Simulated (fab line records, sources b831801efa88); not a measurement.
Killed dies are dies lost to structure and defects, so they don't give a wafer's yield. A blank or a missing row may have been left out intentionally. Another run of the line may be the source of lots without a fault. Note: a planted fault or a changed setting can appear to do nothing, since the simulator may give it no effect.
Which tool is to blame? ; flow sky130 ; Sampling: 12 lots, 35 wafers, 6 of 708 route steps

## WHAT EACH GAUGE READ, for each wafer
SKY_CONTACT_THK_MEAS_03. Usual: CONTACT_HDPCVD_THK gives 564 nm (standard deviation 5).
lot;measured;on;CONTACT_HDPCVD_THK (nm);flag
L505;day 30 08:13;film_metro-04;557 554 564;
L506;day 30 16:10;film_metro-01;559 557 558;
L507;day 31 06:25;film_metro-01;567 567 570;
L510;day 31 22:27;film_metro-01;564 558 565;
L509;day 31 23:53;film_metro-01;562 559 567;
L508;day 32 00:27;film_metro-04;568 574 566;
L511;day 32 04:22;film_metro-04;559 563 563;
L512;day 32 23:02;film_metro-01;566 560 566;
L521;day 35 15:20;film_metro-01;476 566 477;OFF
L522;day 36 00:35;film_metro-04;561 477;OFF
L526;day 36 17:42;film_metro-01;563 564 560;
L528;day 37 09:32;film_metro-02;566 568 569;

SKY_CONTACT_CD_MEAS_14 targets a cd of 170 nm. Usual: cd_nm at 170.5 nm, with a standard deviation of 1.2.
lot;measured;on;cd_nm (nm);flag
L505;day 31 12:05;cd_sem-01;171.3 170.3 171.9;
L506;day 31 20:28;cd_sem-01;170.1 170.7 169.5;
L507;day 32 09:50;cd_sem-02;170.5 171.1 169.4;
L510;day 33 01:44;cd_sem-01;170.4 171.7 171.6;
L509;day 33 03:15;cd_sem-01;170.3 171.5 170.5;
L508;day 33 03:50;cd_sem-01;170.3 169.6 169.2;
L511;day 33 07:26;cd_sem-02;170.4 172.0 172.1;
L512;day 34 01:56;cd_sem-01;171.5 172.2 171.4;
L521;day 36 17:39;cd_sem-02;170.0 169.3 172.1;
L522;day 37 03:18;cd_sem-01;170.0 170.8;
L526;day 37 19:59;cd_sem-02;169.4 171.3 171.4;
L528;day 38 10:50;cd_sem-01;169.8 170.2 171.6;

SKY_CONTACT_OVL_MEAS_15. Usual: CONTACT_OVL gives 0 nm (standard deviation 5.7).
lot;measured;on;CONTACT_OVL (nm);flag
L505;day 31 12:12;overlay-02;2 6 -2;
L506;day 31 20:35;overlay-02;-4 -1 -6;
L507;day 32 09:55;overlay-02;7 6 8;
L510;day 33 01:52;overlay-02;-1 1 3;
L509;day 33 03:22;overlay-02;-3 -7 -8;
L508;day 33 03:57;overlay-02;4 -7 -7;
L511;day 33 07:31;overlay-02;2 7 8;
L512;day 34 02:03;overlay-01;-8 -5 -6;
L521;day 36 17:44;overlay-01;3 1 4;
L522;day 37 03:24;overlay-01;-7 -11;
L526;day 37 20:06;overlay-01;1 6 2;
L528;day 38 10:57;overlay-02;4 4 -3;

## EACH LOT AND THE TOOL THAT RAN IT (in order: tool; ch and the chambers of the sampled wafers; start)
lot;SKY_LI_CONTACT_SPUTTER_19;SKY_CONTACT_HDPCVD_02;SKY_CONTACT_CMP_04
L505;pvd_sputter-01, day 29 03:05;hdpcvd-02 ch 1,2, day 30 08:09;cmp-02 ch 0,1,3, day 30 08:23
L506;pvd_sputter-01, day 29 10:09;hdpcvd-02 ch 0,1, day 30 16:05;cmp-02 ch 0,1,2, day 30 16:29
L507;pvd_sputter-03, day 30 01:37;hdpcvd-02 ch 0,1, day 31 06:20;cmp-02 ch 2,3, day 31 06:28
L510;pvd_sputter-03, day 30 16:59;hdpcvd-01 ch 0,1,2, day 31 22:23;cmp-01 ch 1,2,3, day 31 22:34
L509;pvd_sputter-02, day 30 17:37;hdpcvd-02 ch 0,1,2, day 31 23:49;cmp-02 ch 0,1,2, day 32 00:02
L508;pvd_sputter-02, day 30 18:51;hdpcvd-01 ch 1,2, day 32 00:23;cmp-01 ch 1,3, day 32 00:31
L511;pvd_sputter-03, day 30 22:46;hdpcvd-02 ch 1,2, day 32 04:16;cmp-02 ch 0,2, day 32 04:24
L512;pvd_sputter-01, day 31 18:32;hdpcvd-02 ch 0,1, day 32 22:59;cmp-02 ch 0,1,3, day 32 23:06
L521;pvd_sputter-02, day 34 11:17;hdpcvd-01 ch 0,1,2, day 35 15:15;cmp-01 ch 0,1,3, day 35 15:29
L522;pvd_sputter-03, day 34 20:56;hdpcvd-01 ch 0, day 36 00:30;cmp-01 ch 3, day 36 00:38
L526;pvd_sputter-01, day 35 13:27;hdpcvd-02 ch 0,1, day 36 17:38;cmp-01 ch 1,2,3, day 36 17:46
L528;pvd_sputter-03, day 36 05:20;hdpcvd-02 ch 0,2, day 37 09:29;cmp-01 ch 1,2,3, day 37 09:39
- SKY_LI_CONTACT_SPUTTER_19: material Ti, target thk 20 nm, time 106.37 s.
- SKY_CONTACT_HDPCVD_02: deposits SiO2, target thk 565 nm, time 94.2 s.
- SKY_CONTACT_CMP_04: polishes SiO2.

## WHAT THE TOOLS THEMSELVES READ (means of the sampled wafers that have a number; where no wafer has one, the mark that the record gives instead)
SKY_LI_CONTACT_SPUTTER_19. Usual: throttle_valve_pct at 29.8 %, with a standard deviation of 0.72.
lot;tool;throttle_valve_pct (%);flag
L505;pvd_sputter-01;30.3;
L506;pvd_sputter-01;29.7;
L507;pvd_sputter-03;29.6;
L510;pvd_sputter-03;29.0;
L509;pvd_sputter-02;30.9;
L508;pvd_sputter-02;30.7;
L511;pvd_sputter-03;29.1;
L512;pvd_sputter-01;29.3;
L521;pvd_sputter-02;30.0;
L522;pvd_sputter-03;30.1;
L526;pvd_sputter-01;29.6;
L528;pvd_sputter-03;29.6;

SKY_CONTACT_HDPCVD_02. Usual: run_length_s at 122.3 s, with a standard deviation of 0.63.
lot;tool;run_length_s (s);flag
L505;hdpcvd-02;122.7;
L506;hdpcvd-02;121.8;
L507;hdpcvd-02;121.8;
L510;hdpcvd-01;122.5;
L509;hdpcvd-02;122.3;
L508;hdpcvd-01;122.3;
L511;hdpcvd-02;122.6;
L512;hdpcvd-02;121.8;
L521;hdpcvd-01;112.1;OFF
L522;hdpcvd-01;114.8;OFF
L526;hdpcvd-02;122.1;
L528;hdpcvd-02;122.1;

SKY_CONTACT_CMP_04. Usual: motor_current_A 11.7 A, standard deviation 1.1; time_to_endpoint_s 81 s, standard deviation 3.6.
lot;tool;motor_current_A (A);time_to_endpoint_s (s);flag
L505;cmp-02;12.1;81;
L506;cmp-02;12.5;82;
L507;cmp-02;11.1;81;
L510;cmp-01;11.4;82;
L509;cmp-02;12.4;83;
L508;cmp-01;11.4;88;
L511;cmp-02;11.8;80;
L512;cmp-02;12.0;77;
L521;cmp-01;11.6;62;OFF
L522;cmp-01;10.8;66;OFF
L526;cmp-01;11.3;81;
L528;cmp-01;10.6;84;

## THE ANSWER, worked out from the rows above alone
Rule: a lot counts as off when the mean over its wafers that have a number is more than 3 standard deviations away from the usual mean. A lot without any number at a reading at which 4 lots or more have one is off too. The other lots that the step has rows for count as sound. The gauges are gone through in route order, then the tools' own readings, and for those a lot's mean is taken as printed above. The first step at which some lot is off is used, and at that step the reading that is off furthest; a lot without a number counts as furthest.
Off: L521, L522, at SKY_CONTACT_THK_MEAS_03 (CONTACT_HDPCVD_THK).
A tool fits if, at a process step before that reading, it ran every lot that is off, and no sound lot after the first of them. The gauges at SKY_CONTACT_THK_MEAS_03 aren't tried: what is off there is off at SKY_CONTACT_HDPCVD_02 too, on other tools, and a gauge's error can't cause that. One candidate fits, namely hdpcvd-01 at SKY_CONTACT_HDPCVD_02. A fault onset in the window from L508 (day 32 00:23, its last sound lot) to L521 (day 35 15:15, its first lot off) fits.
On the lots that are off, the tool's own readings at SKY_CONTACT_HDPCVD_02 differ by more than 5 times the standard deviation of the sound lots' means, which bears it out; run_length_s reads 113.4 s there versus 122.2 s on the sound lots.

## WHAT THE SIMULATOR HAD PUT IN
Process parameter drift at SKY_CONTACT_HDPCVD_02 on hdpcvd-01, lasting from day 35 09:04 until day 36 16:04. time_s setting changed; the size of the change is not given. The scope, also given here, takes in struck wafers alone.
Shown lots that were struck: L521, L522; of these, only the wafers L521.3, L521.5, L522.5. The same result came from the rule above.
